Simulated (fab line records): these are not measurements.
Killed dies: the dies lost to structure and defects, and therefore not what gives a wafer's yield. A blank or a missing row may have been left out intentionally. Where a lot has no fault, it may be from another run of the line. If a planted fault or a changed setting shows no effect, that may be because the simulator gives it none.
fab line records	flow sky130
[record] lots = 14	wafers = 41	lastDay = 50
route steps=708 shown VT_ADJUST_NCORE@129 VT_ADJUST_HVTR@139 SONOS_TUNNEL@157 PAD_OPEN@708
lots with no fault: from the same line, run without faults
startH: the number of hours between the record's first day and the start of the first shown wafer of the lot	waitH: hours from the lot's prior step to this one	" as in the row above	L1.1+2: a row that stands for several wafers	- either no value or no given start	* or withheld: withheld	< > ~ a bound
route shown NAME@n: a module of which the file shows steps, and the number in the route of the first	usual: the fault-free wafers' mean and standard deviation	same: alike in all rows	chamber/n: place in a boat	sites: each site's reading	_std_site: the values' standard deviation	_edge_site: mean of outer sites minus mean of inner sites	radiusMm: how far each site lies from the wafer's centre	mask NAME#n: copy n	behind: the tool/chamber that last shaped the wafer	hold: why the lot went on hold/how many hours it stayed there/how the hold came to an end	device: the transistor (n, p or np) that didn't switch	end of line: tests of these same wafers at the route's end	step lacking rows: just its recipe	killed: the dies lost at the first sort to structure and to defects; this is not the yield of the wafer	map: a wafer's dies, marking killed ones x, the rest . and places with no die _
set.NAME: the setting as run; set.NAME@STEP: as run at that earlier step	model.NAME: the simulator's own value behind a step, which no gauge read
route steps across a sampled set of lots; one table per step, one row per wafer
services: when a tool's chamber went out of use (startH, in hours from the record's first day, below 0 if earlier), for how many hours, and the reason
[[steps]]
[step SKY_VT_ADJUST_NCORE_STRIP_10]
[recipe] chemistry = O2/N2	powerW = 1400	pressureMtorr = 1500	platenTempC = withheld	o2FlowSccm = 3000	n2FlowSccm = 300	overashFraction = 0.5
[usual] drypumpMotorCurrentA = 5.7/0.51	oesProductAu = 0.716/0.0044	stripTimeToEndpointS = 14.18/0.043
lot.wafer	tool	chamber	startH	waitH	drypumpMotorCurrentA	oesProductAu	rfHoursCounterH	stripTimeToEndpointS
L173.1	plasmaAsher-02	1	208.91	0.1	5.9	0.712	8	14.14
L173.4	"	0	"	"	4.8	0.711	-	14.09
L173.5	"	1	"	"	5.9	0.715	-	14.16
L172.1	plasmaAsher-01	1	210.16	0.1	6.2	0.718	54	14.14
L172.3	"	0	"	"	5.2	0.718	-	14.16
L172.6	"	1	"	"	6.2	0.720	-	14.17
L175.2	plasmaAsher-01	1	226.66	0.1	6.2	0.718	56	14.16
L175.5	"	0	"	"	5.2	0.718	-	14.17
L175.6	"	1	"	"	6.2	0.716	-	14.18
L174.1	plasmaAsher-03	0	229.95	0.1	6.1	0.721	42	14.19
L174.4	"	1	"	"	5.6	0.722	-	14.16
L174.5	"	0	"	"	6.1	0.709	-	14.14
L177.4	plasmaAsher-03	0	242.38	0.1	6.1	0.713	-	14.28
L177.5	"	0	"	"	6.1	0.720	-	14.27
L185.1	plasmaAsher-01	0	274.98	0.1	5.3	0.718	60	14.05
L185.2	"	1	"	"	6.2	0.716	60	14.09
L185.3	"	0	"	"	5.3	0.714	-	14.12
L186.2	plasmaAsher-01	1	286.20	0.1	6.2	0.715	61	14.21
L186.3	"	0	"	"	5.2	0.710	-	14.21
L186.4	"	1	"	"	6.2	0.713	-	14.19
L189.3	plasmaAsher-03	0	308.73	0.1	6.1	0.713	-	14.16
L189.4	"	1	"	"	5.6	0.714	-	14.12
L189.6	"	1	"	"	5.6	0.724	-	14.10
L190.1	plasmaAsher-02	1	314.60	0.1	6.0	0.714	19	14.13
L190.4	"	1	"	"	5.9	0.722	-	14.16
L190.5	"	0	"	"	4.8	0.713	-	14.13
L191.1	plasmaAsher-02	1	318.75	0.1	5.9	0.712	19	14.20
L191.4	"	0	"	"	4.8	0.714	-	14.20
L191.5	"	1	"	"	5.9	0.715	-	14.17
L192.2	plasmaAsher-02	1	321.20	0.1	5.9	0.712	20	14.23
L192.4	"	0	"	"	4.7	0.711	-	14.23
L192.5	"	0	"	"	4.8	0.721	-	14.27
L193.1	plasmaAsher-01	0	330.65	0.1	5.3	0.713	65	14.18
L193.3	"	0	"	"	5.3	0.716	-	14.16
L193.5	"	0	"	"	5.3	0.725	-	14.14
L194.1	plasmaAsher-03	0	339.61	0.1	6.1	0.722	53	14.13
L194.2	"	1	"	"	5.6	0.716	53	14.12
L194.6	"	1	"	"	5.6	0.712	-	14.16
L195.1	plasmaAsher-03	0	347.61	0.1	6.1	0.707	54	14.20
L195.2	"	1	"	"	5.6	0.721	54	14.19
L195.6	"	1	"	"	5.6	0.707	-	14.19
[step SKY_VT_ADJUST_HVTR_OVL_MEAS_08]
[usual] VT_ADJUST_HVTR_OVL = 0.6/1.5
lot.wafer	tool	chamber	startH	waitH	VT_ADJUST_HVTR_OVL[nm]
L173.1	overlay-01	-	231.42	0.1	0.8
L173.4	"	-	"	"	-1.5
L173.5	"	-	"	"	0.8
L172.1	overlay-01	-	232.37	0.1	-0.2
L172.3	"	-	"	"	-1.0
L172.6	"	-	"	"	0.9
L175.2	overlay-02	-	249.82	0.1	2.8
L175.5	"	-	"	"	1.5
L175.6	"	-	"	"	2.4
L174.1	overlay-01	-	252.47	0.1	1.8
L174.4	"	-	"	"	1.9
L174.5	"	-	"	"	1.9
L177.4	overlay-02	-	265.28	0.1	-1.4
L177.5	"	-	"	"	1.2
L185.1	overlay-01	-	300.36	0.1	1.9
L185.2	"	-	"	"	-1.5
L185.3	"	-	"	"	-0.8
L186.2	overlay-01	-	311.63	0.1	-2.2
L186.3	"	-	"	"	0.9
L186.4	"	-	"	"	-0.3
L189.3	overlay-01	-	335.33	0.1	-2.8
L189.4	"	-	"	"	-1.1
L189.6	"	-	"	"	-0.5
L190.1	overlay-01	-	340.61	0.1	1.0
L190.4	"	-	"	"	1.6
L190.5	"	-	"	"	2.1
L191.1	overlay-02	-	345.21	0.1	0.4
L191.4	"	-	"	"	-1.1
L191.5	"	-	"	"	0.1
L192.2	overlay-01	-	347.92	0.1	1.5
L192.4	"	-	"	"	1.5
L192.5	"	-	"	"	2.6
L193.1	overlay-01	-	357.97	0.1	-0.8
L193.3	"	-	"	"	1.0
L193.5	"	-	"	"	1.0
L194.1	overlay-02	-	367.81	0.1	0.4
L194.2	"	-	"	"	-0.6
L194.6	"	-	"	"	1.2
L195.1	overlay-01	-	375.57	0.1	-1.1
L195.2	"	-	"	"	1.3
L195.6	"	-	"	"	-1.8
[step SKY_SONOS_TUNNEL_SOFTBAKE_03]
[recipe] tempC = 90	timeS = 60	resist = NOVOLAK
[usual] runLengthS = 89.07/0.11
lot.wafer	tool	chamber	startH	waitH	runLengthS
L173.1	lithoTrack-04	0	267.10	0.1	89.02
L173.4	"	0	"	"	89.29
L173.5	"	0	"	"	89.12
L172.1	lithoTrack-01	0	267.80	0.1	89.02
L172.3	"	0	"	"	89.03
L172.6	"	0	"	"	89.31
L175.2	lithoTrack-01	0	287.03	0.1	89.05
L175.5	"	0	"	"	89.01
L175.6	"	0	"	"	89.07
L174.1	lithoTrack-01	0	289.65	0.1	89.27
L174.4	"	0	"	"	94.65
L174.5	"	0	"	"	89.08
L177.4	lithoTrack-01	0	303.08	0.1	94.88
L177.5	"	0	"	"	89.28
L185.1	lithoTrack-02	0	340.35	0.1	88.99
L185.2	"	0	"	"	89.27
L185.3	"	0	"	"	88.98
L186.2	lithoTrack-02	0	352.43	0.1	89.03
L186.3	"	0	"	"	88.99
L186.4	"	0	"	"	89.06
L189.3	lithoTrack-04	0	377.30	0.1	88.97
L189.4	"	0	"	"	88.93
L189.6	"	0	"	"	89.08
L190.1	lithoTrack-02	0	383.25	0.1	88.93
L190.4	"	0	"	"	89.23
L190.5	"	0	"	"	89.10
L191.1	lithoTrack-04	0	387.00	0.1	88.93
L191.4	"	0	"	"	89.13
L191.5	"	0	"	"	89.29
L192.2	lithoTrack-04	0	390.07	0.1	89.01
L192.4	"	0	"	"	89.13
L192.5	"	0	"	"	89.11
L193.1	lithoTrack-01	0	400.35	0.1	89.16
L193.3	"	0	"	"	89.13
L193.5	"	0	"	"	89.10
L194.1	lithoTrack-02	0	411.35	0.1	88.97
L194.2	"	0	"	"	89.05
L194.6	"	0	"	"	89.26
L195.1	lithoTrack-01	0	418.95	0.1	89.04
L195.2	"	0	"	"	89.37
L195.6	"	0	"	"	89.00
[step SKY_SONOS_TUNNEL_TW_MEAS_12]
[usual] SONOS_TUNNEL_TW = 198.5/0.99
lot.wafer	tool	chamber	startH	waitH	SONOS_TUNNEL_TW
L173.1	filmMetro-01	-	279.07	0.0	199.7
L173.4	"	-	"	"	200.9
L173.5	"	-	"	"	199.6
L172.1	filmMetro-02	-	279.34	0.0	198.3
L172.3	"	-	"	"	198.3
L172.6	"	-	"	"	198.1
L175.2	filmMetro-01	-	300.15	0.0	198.6
L175.5	"	-	"	"	198.8
L175.6	"	-	"	"	198.5
L174.1	filmMetro-04	-	302.40	0.0	198.9
L174.4	"	-	"	"	197.3
L174.5	"	-	"	"	197.5
L177.4	filmMetro-01	-	317.01	0.0	199.9
L177.5	"	-	"	"	198.9
L185.1	filmMetro-02	-	355.21	0.0	197.5
L185.2	"	-	"	"	197.0
L185.3	"	-	"	"	196.8
L186.2	filmMetro-02	-	366.30	0.0	197.7
L186.3	"	-	"	"	198.2
L186.4	"	-	"	"	198.6
L189.3	filmMetro-02	-	392.24	0.0	197.7
L189.4	"	-	"	"	196.3
L189.6	"	-	"	"	197.7
L190.1	filmMetro-04	-	397.68	0.0	199.0
L190.4	"	-	"	"	199.3
L190.5	"	-	"	"	199.3
L191.1	filmMetro-01	-	402.44	0.0	198.7
L191.4	"	-	"	"	198.1
L191.5	"	-	"	"	200.0
L192.2	filmMetro-01	-	405.80	0.0	200.2
L192.4	"	-	"	"	199.9
L192.5	"	-	"	"	199.2
L193.1	filmMetro-02	-	415.42	0.0	197.7
L193.3	"	-	"	"	198.0
L193.5	"	-	"	"	198.6
L194.1	filmMetro-02	-	425.22	0.0	198.3
L194.2	"	-	"	"	197.7
L194.6	"	-	"	"	197.2
L195.1	filmMetro-02	-	434.18	0.0	196.3
L195.2	"	-	"	"	197.8
L195.6	"	-	"	"	197.2
[step SKY_PAD_OPEN_PROBE_99]
[usual] killed_at_M0_to_M3 = 44/6.9	killed_at_M4_up = 3.3/1.7	killedAtContacts = 24/5.5	killedAtFrontEnd = 16/4.5	killedAtOther = 0.2/0.46	killedDies = 87/9.1	killedOnRim = 17/3.6	killedOpen = 48/7.3	killedShort = 39/6.2
[same] grossDies = 492	killedAtBackSide = 0
lot.wafer	tool	chamber	startH	waitH	killed_at_M0_to_M3	killed_at_M4_up	killedAtContacts	killedAtFrontEnd	killedAtOther	killedDies	killedOnRim	killedOpen	killedShort
L172.1	prober-01	-	1097.86	0.1	38	0	26	16	0	80	13	45	34
L172.3	prober-01	-	1097.96	0.2	52	4	25	21	1	103	19	62	40
L172.6	prober-01	-	1098.11	0.2	43	1	25	17	0	86	19	50	33
L173.1	prober-02	-	1098.37	0.1	40	5	22	20	0	87	16	50	37
L173.4	prober-02	-	1098.52	0.2	42	5	27	15	0	89	8	53	36
L173.5	prober-02	-	1098.57	0.2	45	8	24	16	0	93	15	46	47
L175.2	prober-01	-	1114.64	0.1	38	3	29	8	0	78	22	48	30
L175.5	prober-01	-	1114.79	0.2	48	4	20	18	1	91	21	47	44
L175.6	prober-01	-	1114.84	0.2	40	3	19	15	0	77	18	37	39
L174.1	prober-02	-	1117.64	0.1	37	1	24	14	0	76	15	40	34
L174.4	prober-02	-	1117.79	0.2	39	5	24	21	1	90	18	49	39
L174.5	prober-02	-	1117.84	0.2	44	5	22	19	0	90	17	45	45
L177.4	prober-01	-	1118.52	0.2	45	2	32	27	0	106	27	69	34
L177.5	prober-01	-	1118.57	0.2	44	1	31	19	0	95	18	46	49
L185.1	prober-01	-	1163.22	0.1	48	2	23	26	0	99	19	57	42
L185.2	prober-01	-	1163.27	0.1	36	8	20	14	0	78	19	43	35
L185.3	prober-01	-	1163.32	0.2	49	2	19	17	0	87	17	54	33
L186.2	prober-02	-	1168.31	0.1	40	4	26	14	0	84	15	41	43
L186.3	prober-02	-	1168.36	0.2	47	2	14	15	0	78	17	37	41
L186.4	prober-02	-	1168.41	0.2	43	0	27	8	0	78	13	43	35
L189.3	prober-02	-	1179.51	0.2	53	4	29	11	0	97	20	60	37
L189.4	prober-02	-	1179.56	0.2	47	1	22	21	2	93	22	45	48
L189.6	prober-02	-	1179.66	0.2	42	1	26	16	0	85	15	49	36
L190.1	prober-01	-	1180.42	0.1	38	3	28	18	0	87	18	40	47
L190.4	prober-01	-	1180.57	0.2	41	4	29	17	0	91	16	52	39
L190.5	prober-01	-	1180.62	0.2	63	5	26	15	0	109	15	56	53
L191.1	prober-02	-	1183.12	0.1	40	2	25	21	0	88	14	47	41
L191.4	prober-02	-	1183.27	0.2	47	2	20	15	0	84	14	50	34
L191.5	prober-02	-	1183.32	0.2	37	3	17	13	1	71	19	37	34
L192.2	prober-01	-	1186.42	0.1	36	3	27	24	0	90	20	50	40
L192.4	prober-01	-	1186.52	0.2	43	4	23	10	0	80	15	46	33
L192.5	prober-01	-	1186.57	0.2	33	5	27	18	0	83	14	47	36
L193.1	prober-02	-	1195.77	0.1	44	5	13	14	0	76	14	44	31
L193.3	prober-02	-	1195.87	0.2	39	4	28	9	0	80	14	45	35
L193.5	prober-02	-	1195.97	0.2	41	3	19	19	0	82	11	52	30
L194.1	prober-01	-	1197.10	0.1	39	2	27	15	0	83	17	43	40
L194.2	prober-01	-	1197.15	0.1	52	2	15	14	0	83	21	42	41
L194.6	prober-01	-	1197.35	0.2	40	2	20	14	1	77	17	37	40
L195.1	prober-02	-	1200.02	0.1	39	5	19	9	0	72	8	51	21
L195.2	prober-02	-	1200.07	0.1	66	4	22	13	0	105	18	61	44
L195.6	prober-02	-	1200.27	0.2	36	3	20	9	0	68	17	43	25
// killed by level:class
L172.1 LI_CONTACT:geometricParticle:open=10 METAL1:geometricParticle:short=9 CONTACT:geometricParticle:open=8 VIA2:geometricParticle:open=7 VIA1:geometricParticle:short=5 VIA1:geometricParticle:open=5 LOCAL_INTERCONNECT:geometricParticle:short=4 VIA2:geometricParticle:short=4
L172.3 VIA1:geometricParticle:open=13 CONTACT:geometricParticle:open=10 VIA3:geometricParticle:open=9 LI_CONTACT:geometricParticle:open=7 VIA1:geometricParticle:short=7 METAL2:geometricParticle:short=6 FIELD_ISO:geometricParticle:open=5 CONTACT:geometricParticle:short=4
L172.6 VIA1:geometricParticle:open=14 CONTACT:geometricParticle:open=10 LI_CONTACT:geometricParticle:open=6 LOCAL_INTERCONNECT:geometricParticle:short=5 METAL1:geometricParticle:short=5 VIA2:geometricParticle:short=5 FIELD_ISO:geometricParticle:short=4 VIA3:geometricParticle:open=4
L173.1 LI_CONTACT:geometricParticle:open=8 CONTACT:geometricParticle:open=8 VIA1:geometricParticle:open=6 FIELD_ISO:geometricParticle:open=6 POLY_GATE:geometricParticle:open=6 METAL2:geometricParticle:short=6 FIELD_ISO:geometricParticle:short=5 VIA2:geometricParticle:open=5
L173.4 CONTACT:geometricParticle:open=13 VIA1:geometricParticle:open=10 VIA2:geometricParticle:open=10 FIELD_ISO:geometricParticle:short=8 VIA3:geometricParticle:open=8 LI_CONTACT:geometricParticle:open=5 LI_CONTACT:geometricParticle:short=4 METAL2:geometricParticle:short=4
L173.5 LI_CONTACT:geometricParticle:open=8 VIA1:geometricParticle:open=8 METAL1:geometricParticle:short=7 VIA3:geometricParticle:open=7 CONTACT:geometricParticle:open=7 METAL4:geometricParticle:short=7 POLY_GATE:geometricParticle:short=5 POLY_GATE:geometricParticle:open=5
L175.2 VIA1:geometricParticle:open=13 LI_CONTACT:geometricParticle:open=11 CONTACT:geometricParticle:open=10 LOCAL_INTERCONNECT:geometricParticle:short=5 VIA2:geometricParticle:open=4 METAL2:geometricParticle:short=4 METAL1:geometricParticle:short=3 VIA1:geometricParticle:short=3
L175.5 VIA1:geometricParticle:open=9 VIA3:geometricParticle:open=9 METAL1:geometricParticle:short=7 LI_CONTACT:geometricParticle:open=6 FIELD_ISO:geometricParticle:short=5 POLY_GATE:geometricParticle:open=5 LOCAL_INTERCONNECT:geometricParticle:short=5 CONTACT:geometricParticle:short=5
L175.6 VIA1:geometricParticle:open=9 FIELD_ISO:geometricParticle:short=6 METAL2:geometricParticle:short=6 CONTACT:geometricParticle:open=6 LI_CONTACT:geometricParticle:open=5 VIA2:geometricParticle:open=5 METAL3:geometricParticle:short=5 VIA3:geometricParticle:open=5
L174.1 VIA1:geometricParticle:open=13 FIELD_ISO:geometricParticle:short=7 CONTACT:geometricParticle:open=7 LI_CONTACT:geometricParticle:open=6 CONTACT:geometricParticle:short=6 METAL1:geometricParticle:short=5 VIA2:geometricParticle:short=4 VIA3:geometricParticle:open=4
L174.4 CONTACT:geometricParticle:open=10 METAL2:geometricParticle:short=8 VIA1:geometricParticle:open=7 VIA2:geometricParticle:open=6 FIELD_ISO:geometricParticle:open=5 LI_CONTACT:geometricParticle:open=5 FIELD_ISO:geometricParticle:short=4 SPACER:geometricParticle:open=4
L174.5 VIA1:geometricParticle:open=10 LI_CONTACT:geometricParticle:open=8 METAL2:geometricParticle:short=7 METAL1:geometricParticle:short=7 POLY_GATE:geometricParticle:short=6 CONTACT:geometricParticle:open=5 LOCAL_INTERCONNECT:geometricParticle:short=4 VIA2:geometricParticle:open=4
L177.4 VIA1:geometricParticle:open=14 CONTACT:geometricParticle:open=13 LI_CONTACT:geometricParticle:open=11 FIELD_ISO:geometricParticle:open=9 METAL1:geometricParticle:short=6 METAL2:geometricParticle:short=6 VIA3:geometricParticle:open=6 POLY_GATE:geometricParticle:open=5
L177.5 CONTACT:geometricParticle:open=11 LI_CONTACT:geometricParticle:open=8 FIELD_ISO:geometricParticle:short=7 VIA3:geometricParticle:short=7 VIA1:geometricParticle:short=7 CONTACT:geometricParticle:short=6 VIA2:geometricParticle:open=6 VIA3:geometricParticle:open=6
L185.1 VIA1:geometricParticle:open=13 POLY_GATE:geometricParticle:short=9 CONTACT:geometricParticle:open=8 FIELD_ISO:geometricParticle:open=7 VIA2:geometricParticle:open=7 CONTACT:geometricParticle:short=6 METAL3:geometricParticle:short=6 VIA1:geometricParticle:short=5
L185.2 VIA1:geometricParticle:open=11 LI_CONTACT:geometricParticle:open=8 CONTACT:geometricParticle:open=8 POLY_GATE:geometricParticle:short=5 FIELD_ISO:geometricParticle:short=4 FIELD_ISO:geometricParticle:open=4 VIA3:geometricParticle:open=4 METAL2:geometricParticle:short=4
L185.3 VIA2:geometricParticle:open=11 VIA1:geometricParticle:open=10 VIA3:geometricParticle:open=9 POLY_GATE:geometricParticle:short=7 VIA3:geometricParticle:short=6 FIELD_ISO:geometricParticle:open=5 CONTACT:geometricParticle:open=5 LI_CONTACT:geometricParticle:open=4
L186.2 LOCAL_INTERCONNECT:geometricParticle:short=13 VIA1:geometricParticle:open=9 VIA3:geometricParticle:open=8 CONTACT:geometricParticle:open=6 METAL1:geometricParticle:short=6 VIA1:geometricParticle:short=4 POLY_GATE:geometricParticle:open=3 POLY_GATE:geometricParticle:short=3
L186.3 VIA1:geometricParticle:open=11 METAL1:geometricParticle:short=8 METAL2:geometricParticle:short=7 CONTACT:geometricParticle:open=6 VIA3:geometricParticle:open=5 FIELD_ISO:geometricParticle:short=4 METAL3:geometricParticle:short=4 FIELD_ISO:geometricParticle:open=3
L186.4 CONTACT:geometricParticle:open=11 VIA1:geometricParticle:short=6 VIA1:geometricParticle:open=6 VIA2:geometricParticle:open=6 LI_CONTACT:geometricParticle:open=5 LOCAL_INTERCONNECT:geometricParticle:short=5 METAL2:geometricParticle:short=5 VIA3:geometricParticle:open=5
L189.3 VIA2:geometricParticle:open=13 CONTACT:geometricParticle:open=13 VIA3:geometricParticle:open=12 VIA1:geometricParticle:open=9 METAL1:geometricParticle:short=6 FIELD_ISO:geometricParticle:short=5 LI_CONTACT:geometricParticle:open=5 LI_CONTACT:geometricParticle:short=4
L189.4 VIA1:geometricParticle:open=9 VIA2:geometricParticle:open=9 FIELD_ISO:geometricParticle:short=7 METAL2:geometricParticle:short=7 METAL1:geometricParticle:short=6 CONTACT:geometricParticle:open=6 CONTACT:geometricParticle:short=6 FIELD_ISO:geometricParticle:open=5
L189.6 CONTACT:geometricParticle:open=13 VIA1:geometricParticle:open=10 VIA2:geometricParticle:open=8 CONTACT:geometricParticle:short=7 METAL2:geometricParticle:short=6 FIELD_ISO:geometricParticle:open=5 VIA3:geometricParticle:short=4 VIA3:geometricParticle:open=4
L190.1 CONTACT:geometricParticle:open=13 METAL1:geometricParticle:short=10 CONTACT:geometricParticle:short=8 VIA3:geometricParticle:open=6 LOCAL_INTERCONNECT:geometricParticle:short=5 FIELD_ISO:geometricParticle:open=4 POLY_GATE:geometricParticle:short=4 VIA3:geometricParticle:short=4
L190.4 LI_CONTACT:geometricParticle:open=11 VIA1:geometricParticle:open=10 CONTACT:geometricParticle:open=8 FIELD_ISO:geometricParticle:open=6 METAL1:geometricParticle:short=6 LOCAL_INTERCONNECT:geometricParticle:short=5 METAL2:geometricParticle:short=5 VIA2:geometricParticle:open=5
L190.5 VIA1:geometricParticle:open=16 METAL1:geometricParticle:short=12 CONTACT:geometricParticle:open=9 VIA2:geometricParticle:open=9 METAL3:geometricParticle:short=6 LI_CONTACT:geometricParticle:open=6 CONTACT:geometricParticle:short=6 FIELD_ISO:geometricParticle:open=5
L191.1 VIA2:geometricParticle:open=10 CONTACT:geometricParticle:open=8 VIA1:geometricParticle:open=8 LI_CONTACT:geometricParticle:open=7 METAL1:geometricParticle:short=7 FIELD_ISO:geometricParticle:short=6 FIELD_ISO:geometricParticle:open=5 CONTACT:geometricParticle:short=5
L191.4 VIA1:geometricParticle:open=12 VIA2:geometricParticle:open=8 LI_CONTACT:geometricParticle:open=7 CONTACT:geometricParticle:open=7 VIA2:geometricParticle:short=6 METAL1:geometricParticle:short=5 FIELD_ISO:geometricParticle:open=4 LOCAL_INTERCONNECT:geometricParticle:short=4
L191.5 METAL2:geometricParticle:short=6 LI_CONTACT:geometricParticle:open=5 CONTACT:geometricParticle:short=5 VIA1:geometricParticle:short=5 VIA3:geometricParticle:open=5 FIELD_ISO:geometricParticle:open=4 POLY_GATE:geometricParticle:open=4 VIA2:geometricParticle:open=4
L192.2 LI_CONTACT:geometricParticle:open=9 CONTACT:geometricParticle:open=9 METAL1:geometricParticle:short=7 METAL2:geometricParticle:short=6 POLY_GATE:geometricParticle:short=5 POLY_GATE:geometricParticle:open=5 CONTACT:geometricParticle:short=5 FIELD_ISO:geometricParticle:open=4
L192.4 VIA1:geometricParticle:open=11 VIA2:geometricParticle:open=11 METAL1:geometricParticle:short=8 LI_CONTACT:geometricParticle:open=7 CONTACT:geometricParticle:open=7 CONTACT:geometricParticle:short=5 METAL2:geometricParticle:short=4 POLY_GATE:geometricParticle:open=3
L192.5 CONTACT:geometricParticle:open=9 VIA1:geometricParticle:open=8 LI_CONTACT:geometricParticle:open=7 POLY_GATE:geometricParticle:open=6 VIA1:geometricParticle:short=5 METAL2:geometricParticle:short=5 VIA3:geometricParticle:open=5 POLY_GATE:geometricParticle:short=4
L193.1 VIA1:geometricParticle:open=12 VIA2:geometricParticle:open=7 LI_CONTACT:geometricParticle:open=6 VIA3:geometricParticle:open=6 VIA3:geometricParticle:short=5 FIELD_ISO:geometricParticle:open=4 VIA2:geometricParticle:short=4 POLY_CUT:geometricParticle:open=3
L193.3 VIA1:geometricParticle:open=13 LI_CONTACT:geometricParticle:open=11 LI_CONTACT:geometricParticle:short=6 CONTACT:geometricParticle:open=5 CONTACT:geometricParticle:short=5 METAL1:geometricParticle:short=5 METAL2:geometricParticle:short=5 FIELD_ISO:geometricParticle:open=4
L193.5 VIA1:geometricParticle:open=11 VIA3:geometricParticle:open=10 FIELD_ISO:geometricParticle:open=7 CONTACT:geometricParticle:open=7 VIA1:geometricParticle:short=7 POLY_GATE:geometricParticle:open=5 LI_CONTACT:geometricParticle:open=5 FIELD_ISO:geometricParticle:short=3
L194.1 VIA1:geometricParticle:open=9 VIA3:geometricParticle:open=8 LOCAL_INTERCONNECT:geometricParticle:short=7 LI_CONTACT:geometricParticle:open=6 CONTACT:geometricParticle:short=6 POLY_GATE:geometricParticle:open=5 CONTACT:geometricParticle:open=5 VIA1:geometricParticle:short=5
L194.2 VIA2:geometricParticle:open=9 VIA1:geometricParticle:open=9 VIA3:geometricParticle:open=9 METAL2:geometricParticle:short=7 METAL1:geometricParticle:short=7 CONTACT:geometricParticle:open=6 VIA1:geometricParticle:short=5 POLY_GATE:geometricParticle:short=4
L194.6 METAL2:geometricParticle:short=9 VIA1:geometricParticle:open=8 CONTACT:geometricParticle:short=6 LI_CONTACT:geometricParticle:open=5 FIELD_ISO:geometricParticle:short=4 FIELD_ISO:geometricParticle:open=4 LOCAL_INTERCONNECT:geometricParticle:short=4 CONTACT:geometricParticle:open=4
L195.1 CONTACT:geometricParticle:open=10 VIA3:geometricParticle:open=8 VIA2:geometricParticle:open=6 METAL2:geometricParticle:short=5 METAL2:geometricParticle:open=5 LI_CONTACT:geometricParticle:open=4 POLY_GATE:geometricParticle:open=3 METAL1:geometricParticle:short=3
L195.2 VIA1:geometricParticle:open=18 VIA3:geometricParticle:open=10 METAL1:geometricParticle:short=9 LI_CONTACT:geometricParticle:open=7 VIA2:geometricParticle:open=7 CONTACT:geometricParticle:open=6 LOCAL_INTERCONNECT:geometricParticle:short=5 VIA3:geometricParticle:short=5
L195.6 VIA1:geometricParticle:open=10 CONTACT:geometricParticle:open=8 LI_CONTACT:geometricParticle:open=7 VIA2:geometricParticle:open=7 METAL1:geometricParticle:short=4 CONTACT:geometricParticle:short=3 VIA1:geometricParticle:short=3 METAL2:geometricParticle:short=3
[[services]]
tool	chamber	startH	hours	kind
plasmaAsher-02	-	240.68	0.9	repair
plasmaAsher-03	-	270.39	0.4	repair
plasmaAsher-01	-	279.19	3.9	repair
plasmaAsher-01	-	314.53	14.6	pm
plasmaAsher-02	-	357.72	8.3	repair
[[key]]
[firstSign] step = SKY_SONOS_TUNNEL_SOFTBAKE_03	reading = runLengthS	direction = up	sigmas = 51	usual = *	struck = *
effect none on later readings
metAt SKY_SONOS_TUNNEL_SOFTBAKE_03
struckLots L174,L177
struckWafers L174.4,L177.4
testerLeftOut L174,L177
notActingAt SKY_VT_ADJUST_NCORE_STRIP_10,SKY_VT_ADJUST_HVTR_OVL_MEAS_08,SKY_SONOS_TUNNEL_TW_MEAS_12
onsetBetween 287.03 289.65
[fault] kind = processParameterDrift	tool = lithoTrack-01	chamber = -	onsetH = 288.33	steps = SKY_SONOS_TUNNEL_SOFTBAKE_03	channel = timeS	offset = *	shape = step	endH = 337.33	scope = struckWafersOnly	actsIn = *	stated = *
// testerLeftOut: of these lots the tester's yield and bins aren't shown, on N5 and GAA mostly nor the transistor test; their killed dies are dies lost to structure and defects alone, not to doping, threshold or leakage, so they don't give the yield
